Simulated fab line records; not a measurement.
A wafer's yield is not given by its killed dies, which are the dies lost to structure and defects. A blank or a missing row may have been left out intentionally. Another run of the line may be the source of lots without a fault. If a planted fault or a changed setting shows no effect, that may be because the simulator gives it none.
Check of tool commonality -- flow sky130 -- Sample size 12 lots and 36 wafers

## THE REASON FOR OPENING IT
SKY_METAL2_THK_MEAS_06, reading METAL2_ALCU_THK: flagged on 2 of 12 lots. Wafers without a fault read 246.4 nm, standard deviation 2.8.
Rule: flag the lot when none of its wafers has a number, or when each of its wafers that has one lies beyond 4 standard deviations from that mean. As for the other lots, they are considered sound.

lot,measured,on,"METAL2_ALCU_THK (nm), wafer by wafer",flag
L821,day 34 04:59,film metro-04,244.4 246.1 246.9,
L824,day 35 13:53,film metro-04,243.1 248.7 245.6,
L827,day 35 21:08,film metro-01,244.8 249.1 252.5,
L828,day 36 14:09,film metro-01,247.5 249.3 243.9,
L830,day 37 02:46,film metro-01,243.8 247.6 249.5,
L829,day 37 04:20,film metro-01,242.9 246.6 243.1,
L833,day 38 06:15,film metro-04,249.3 246.8 250.0,
L836,day 39 08:15,film metro-02,231.3 233.1 228.0,FLAGGED
L839,day 39 23:04,film metro-04,230.4 230.4 231.3,FLAGGED
L841,day 40 07:17,film metro-02,248.1 240.8 245.8,
L843,day 42 03:19,film metro-02,245.6 247.6 249.5,
L844,day 42 04:14,film metro-01,249.6 250.9 249.0,
The mean of the flagged lots' numbers is 230.8 nm, -15.7 nm from the usual (-6 standard deviations).

## EACH LOT AND THE TOOL IT RAN ON
Before the reading, the record contains 2 process steps out of a 708-step route. Read each cell as the tool, then ch plus the chambers that the sampled wafers visited, then the start.
lot,flag,SKY_METAL1_SPUTTER_03,SKY_METAL2_SPUTTER_04
L821,,"pvd sputter-02, day 31 20:37","pvd sputter-03, day 34 04:48"
L824,,"pvd sputter-02, day 33 06:02","pvd sputter-04, day 35 13:42"
L827,,"pvd sputter-02, day 33 12:56","pvd sputter-04, day 35 20:58"
L828,,"pvd sputter-02, day 34 06:31","pvd sputter-02, day 36 13:58"
L830,,"pvd sputter-04, day 34 19:43","pvd sputter-04, day 37 02:35"
L829,,"pvd sputter-04, day 34 21:02","pvd sputter-04, day 37 04:08"
L833,,"pvd sputter-01, day 35 22:29","pvd sputter-02, day 38 06:05"
L836,FLAGGED,"pvd sputter-02, day 37 01:29","pvd sputter-04, day 39 08:05"
L839,FLAGGED,"pvd sputter-01, day 37 15:43","pvd sputter-04, day 39 22:53"
L841,,"pvd sputter-04, day 38 01:57","pvd sputter-02, day 40 07:06"
L843,,"pvd sputter-02, day 39 23:13","pvd sputter-02, day 42 03:10"
L844,,"pvd sputter-04, day 40 00:47","pvd sputter-03, day 42 04:04"
What is done by these steps:
- SKY_METAL1_SPUTTER_03: material Ti, target thk 5 nm, time 3.3 s.
- SKY_METAL2_SPUTTER_04: material TiN, target thk 70 nm, time 58.3 s.
- SKY_METAL2_THK_MEAS_06: measures by xrf.

## FLAGGED AGAINST TOTAL, ONE TOOL AT A TIME (gauges that did the reading follow at the end)
step,tool,lots run,flagged,share of the flagged lots,sound lots run after its first flagged lot
SKY_METAL1_SPUTTER_03,pvd sputter-01,2,1,some,0
SKY_METAL1_SPUTTER_03,pvd sputter-02,6,1,some,1 (L843)
SKY_METAL1_SPUTTER_03,pvd sputter-04,4,0,none,-
SKY_METAL2_SPUTTER_04,pvd sputter-02,4,0,none,-
SKY_METAL2_SPUTTER_04,pvd sputter-03,2,0,none,-
SKY_METAL2_SPUTTER_04,pvd sputter-04,6,2,all,0
SKY_METAL2_THK_MEAS_06,film metro-01,5,0,none,-
SKY_METAL2_THK_MEAS_06,film metro-02,3,1,some,"2 (L841,L843)"
SKY_METAL2_THK_MEAS_06,film metro-04,4,1,some,0

## THE TABLE: WHAT IT ALLOWS
Rows of the table that ran each flagged lot: 1, that is pvd sputter-04 at SKY_METAL2_SPUTTER_04.
- pvd sputter-04 at SKY_METAL2_SPUTTER_04 ran 6 lots, 2 of them flagged. Its last sound lot is L829 (day 37 04:08), its first flagged lot L836 (day 39 08:05): a fault that began between those two fits.
pvd sputter-04 at SKY_METAL2_SPUTTER_04 is the single tool remaining.

## WHAT THE SIMULATOR PUT IN
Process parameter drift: pvd sputter-04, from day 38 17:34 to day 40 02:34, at SKY_METAL2_SPUTTER_04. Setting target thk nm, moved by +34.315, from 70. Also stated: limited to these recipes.
Struck lots among those shown: L836, L839. The same result came from the rule above.
